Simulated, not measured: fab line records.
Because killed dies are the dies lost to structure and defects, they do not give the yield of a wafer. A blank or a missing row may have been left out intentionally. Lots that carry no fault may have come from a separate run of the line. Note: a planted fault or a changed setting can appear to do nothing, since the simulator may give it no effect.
The tool behind it: which one? / flow sky130 / 6 lots with 18 wafers sampled at 4 steps, on a route of 708 steps

## WHAT EACH GAUGE READ, for each wafer
SKY_VT_ADJUST_LVTN_OVL_MEAS_07.
lot=L840; measured=day 7 11:35; on=overlay-01; VT_ADJUST_LVTN_OVL (nm)=1.2 -0.8 0.6
lot=L855; measured=day 11 14:35; on=overlay-02; VT_ADJUST_LVTN_OVL (nm)=1.4 2.2 1.5
lot=L857; measured=day 12 06:06; on=overlay-02; VT_ADJUST_LVTN_OVL (nm)=3.3 2.5 3.7
lot=L859; measured=day 12 19:32; on=overlay-02; VT_ADJUST_LVTN_OVL (nm)=3.9 3.4 4.3
lot=L861; measured=day 13 05:23; on=overlay-01; VT_ADJUST_LVTN_OVL (nm)=0.0 0.9 0.6

## TOOL THAT RAN EACH LOT (tool first, then ch and the chambers of the sampled wafers, then the start)
lot=L840; SKY_FIELD_ISO_ETCH_15=rie-diel-02 ch 0,2,3, day 2 15:11; SKY_FIELD_ISO_WET_ETCH_29=wet-bench-03 ch 1, day 2 19:33; SKY_PWDE_STRIP_09=plasma-asher-03 ch 0,1, day 4 07:48
lot=L850; SKY_FIELD_ISO_ETCH_15=rie-diel-01 ch 0,2,3, day 4 19:00; SKY_FIELD_ISO_WET_ETCH_29=wet-bench-02 ch 1, day 5 00:10; SKY_PWDE_STRIP_09=-
lot=L855; SKY_FIELD_ISO_ETCH_15=rie-diel-02 ch 1,2,3, day 5 22:56; SKY_FIELD_ISO_WET_ETCH_29=wet-bench-02 ch 3, day 6 02:54; SKY_PWDE_STRIP_09=plasma-asher-02 ch 0,1, day 7 21:49
lot=L857; SKY_FIELD_ISO_ETCH_15=rie-diel-01 ch 0,1,3, day 6 11:23; SKY_FIELD_ISO_WET_ETCH_29=wet-bench-02 ch 2, day 6 15:08; SKY_PWDE_STRIP_09=plasma-asher-02 ch 0,1, day 8 10:31
lot=L859; SKY_FIELD_ISO_ETCH_15=rie-diel-01 ch 0,1,2, day 6 21:08; SKY_FIELD_ISO_WET_ETCH_29=wet-bench-03 ch 3, day 7 01:24; SKY_PWDE_STRIP_09=plasma-asher-01 ch 0, day 8 21:37
lot=L861; SKY_FIELD_ISO_ETCH_15=rie-diel-01 ch 1,3, day 7 04:06; SKY_FIELD_ISO_WET_ETCH_29=wet-bench-02 ch 3, day 7 09:27; SKY_PWDE_STRIP_09=plasma-asher-03 ch 0,1, day 9 04:04
- SKY_FIELD_ISO_ETCH_15: etches the open film in CHF3/O2, stops on Si, target depth 180 nm, time 72 s.
- SKY_FIELD_ISO_WET_ETCH_29: etches Si3N4 in H3PO4, target depth 160 nm, time 1825 s.
- SKY_PWDE_STRIP_09: strips in O2/N2.

## THE ANSWER, worked out from the rows above alone
Rule: what is usual is taken from the lots themselves. Put in order of their means at a reading, lots are off if they are a third of the lots or fewer, leave a main group of 4 or more, and stand apart from it by a gap of 3 or more times the standard deviation of the main group's means; of several such gaps the widest counts. A main group is skipped when, at the precision printed for the reading in the tables above, its means are all equal. A lot without any number at a reading at which 4 lots or more have one is off too. Any other lot the step has rows for is counted as sound.
No lot is off on any of the readings shown, so nothing can be concluded from this.

## WHAT THE SIMULATOR PUT IN
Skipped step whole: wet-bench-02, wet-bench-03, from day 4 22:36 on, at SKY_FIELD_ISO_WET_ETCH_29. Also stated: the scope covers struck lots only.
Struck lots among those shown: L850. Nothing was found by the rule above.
